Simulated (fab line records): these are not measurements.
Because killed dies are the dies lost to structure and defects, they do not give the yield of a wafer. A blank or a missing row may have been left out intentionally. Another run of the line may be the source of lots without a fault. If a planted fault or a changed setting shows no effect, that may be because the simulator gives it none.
Which tool was responsible?    flow sky130    39 wafers from 13 lots sampled at 4 of the route's 708 steps

## WHAT THE GAUGES READ, wafer by wafer
SKY_POLY_GATE_THK_MEAS_21.
lot   measured      on             POLY_GATE_OXIDATION_THK (nm)
L756  day 16 16:13  film_metro-03  3.98 3.88 3.91
L757  day 16 20:23  film_metro-03  3.96 3.97 3.89
L758  day 17 05:20  film_metro-01  3.94 3.94 4.09
L763  day 19 05:02  film_metro-03  3.99 3.95 3.97
L765  day 20 13:29  film_metro-01  4.05 4.06 4.03
L770  day 22 07:19  film_metro-01  4.07 3.97 4.07
L771  day 22 19:23  film_metro-01  4.03 3.99 4.03
L773  day 23 06:02  film_metro-01  4.06 3.96 4.01
L774  day 23 09:23  film_metro-03  4.02 4.11 4.13
L775  day 23 15:58  film_metro-04  3.99 4.05 4.05
L776  day 24 07:22  film_metro-03  3.95 4.07 4.00
L777  day 24 12:49  film_metro-04  3.92 3.88 3.95
L779  day 24 17:43  film_metro-03  3.99 3.88 3.86

SKY_LDD_P_TW_MEAS_11.
lot   measured      on             LDD_P_TW
L756  day 19 03:35  film_metro-03  629 627 626
L757  day 19 07:31  film_metro-02  619 616 618
L758  day 19 16:28  film_metro-02  616 613 615
L763  day 21 19:43  film_metro-02  612 613 615
L765  day 23 03:52  film_metro-04  646 640 641
L770  day 24 20:21  film_metro-02  621 621 619
L771  day 25 08:58  film_metro-02  614 614 616
L773  day 25 19:12  film_metro-03  629 627 630
L774  day 25 22:11  film_metro-03  629 628 627
L775  day 26 05:07  film_metro-02  616 615 612
L776  day 26 19:13  film_metro-04  639 642 638
L777  day 27 00:31  film_metro-02  610 610 611
L779  day 27 06:08  film_metro-02  611 608 611

## WHAT TOOL EACH LOT RAN ON (gives the tool, then ch and the chambers of the sampled wafers, and finally the start)
lot   SKY_GATE_OXIDE_STRIP_13               SKY_LDD_N_IMPLANT_14
L756  plasma_asher-03 ch 0,1, day 14 02:55  implanter-01 ch 0, day 17 21:43
L757  plasma_asher-03 ch 0,1, day 14 06:08  implanter-04 ch 0, day 18 01:52
L758  plasma_asher-01 ch 0,1, day 14 11:26  implanter-01 ch 0, day 18 10:53
L763  plasma_asher-01 ch 0,1, day 16 09:28  implanter-04 ch 0, day 20 12:37
L765  plasma_asher-04 ch 0,1, day 17 12:55  implanter-04 ch 0, day 21 21:01
L770  plasma_asher-01 ch 0,1, day 19 12:22  implanter-02 ch 0, day 23 14:20
L771  plasma_asher-03 ch 0,1, day 19 22:18  implanter-01 ch 0, day 24 02:49
L773  plasma_asher-01 ch 0,1, day 20 07:19  implanter-02 ch 0, day 24 13:11
L774  plasma_asher-01 ch 0,1, day 20 09:55  implanter-02 ch 0, day 24 15:50
L775  plasma_asher-03 ch 1, day 20 19:49    implanter-04 ch 0, day 24 22:28
L776  plasma_asher-01 ch 1, day 21 12:13    implanter-01 ch 0, day 25 13:43
L777  plasma_asher-01 ch 0,1, day 21 13:58  implanter-04 ch 0, day 25 19:01
L779  plasma_asher-03 ch 0,1, day 21 22:49  implanter-02 ch 0, day 26 00:41
- SKY_GATE_OXIDE_STRIP_13: strips in O2/N2.
- SKY_LDD_N_IMPLANT_14

## AS READ BY THE TOOLS THEMSELVES (means over the sampled wafers that have a number; for cases with no such wafer, the mark the record gives instead)
SKY_GATE_OXIDE_STRIP_13.
lot   tool             drypump_motor_current_A (A)  n2_flow_sccm (sccm)  oes_product_au (a.u.)  strip_time_to_endpoint_s (s)
L756  plasma_asher-03  5.7                          300.3                0.715                  14.12
L757  plasma_asher-03  5.6                          300.2                0.712                  14.22
L758  plasma_asher-01  5.1                          301.0                0.713                  14.21
L763  plasma_asher-01  5.4                          299.5                0.714                  14.15
L765  plasma_asher-04  5.5                          299.7                0.720                  14.22
L770  plasma_asher-01  5.4                          301.3                0.717                  14.25
L771  plasma_asher-03  5.6                          300.5                0.713                  14.19
L773  plasma_asher-01  5.2                          300.0                0.713                  14.18
L774  plasma_asher-01  5.4                          299.5                0.718                  14.20
L775  plasma_asher-03  5.9                          299.6                0.718                  14.19
L776  plasma_asher-01  5.7                          299.2                0.715                  14.17
L777  plasma_asher-01  5.2                          300.1                0.712                  14.24
L779  plasma_asher-03  5.6                          300.0                0.718                  14.20

SKY_LDD_N_IMPLANT_14.
lot   tool          dose_ions_cm2  faraday_current_uA  rotation_deg (degrees)
L756  implanter-01  5.000e+12      28.0                179.99
L757  implanter-04  5.001e+12      28.2                179.99
L758  implanter-01  5.008e+12      28.3                180.00
L763  implanter-04  3.526e+12      19.8                179.99
L765  implanter-04  3.530e+12      20.4                180.02
L770  implanter-02  5.001e+12      28.5                180.01
L771  implanter-01  5.010e+12      27.8                180.03
L773  implanter-02  5.006e+12      27.9                180.00
L774  implanter-02  4.997e+12      27.8                179.97
L775  implanter-04  4.992e+12      28.0                180.02
L776  implanter-01  4.999e+12      27.9                180.00
L777  implanter-04  4.999e+12      28.6                179.99
L779  implanter-02  5.002e+12      28.4                180.04

## THE ANSWER, worked out from the rows above alone
Rule: the lots themselves supply what counts as usual. The widest of any qualifying gaps counts: lots, ordered by their means at a reading, are off when they make up no more than a third of the lots, leave a main group of 4 or more, and stand apart from it by 3 or more times the standard deviation of that group's means. Not used: any main group whose means are identical at the precision the tables above print for the reading. A lot without any number at a reading at which 4 lots or more have one is off too. Any other lot the step has rows for is counted as sound. The gauges are gone through in route order, then the tools' own readings, and for those a lot's mean is taken as printed above. At the first step where some lot is off, the reading lying furthest off is the one used; lots without a number count as furthest.
Off, at SKY_LDD_N_IMPLANT_14 on dose_ions_cm2: L763, L765. For the main group the mean is 5.001e+12 and the standard deviation 4.9e+09.
If a tool, at that step or one of the process steps before it, ran each lot that is off and ran no sound lot following the first of them, it fits. None of those tried fits.

## WHAT WAS PUT IN BY THE SIMULATOR
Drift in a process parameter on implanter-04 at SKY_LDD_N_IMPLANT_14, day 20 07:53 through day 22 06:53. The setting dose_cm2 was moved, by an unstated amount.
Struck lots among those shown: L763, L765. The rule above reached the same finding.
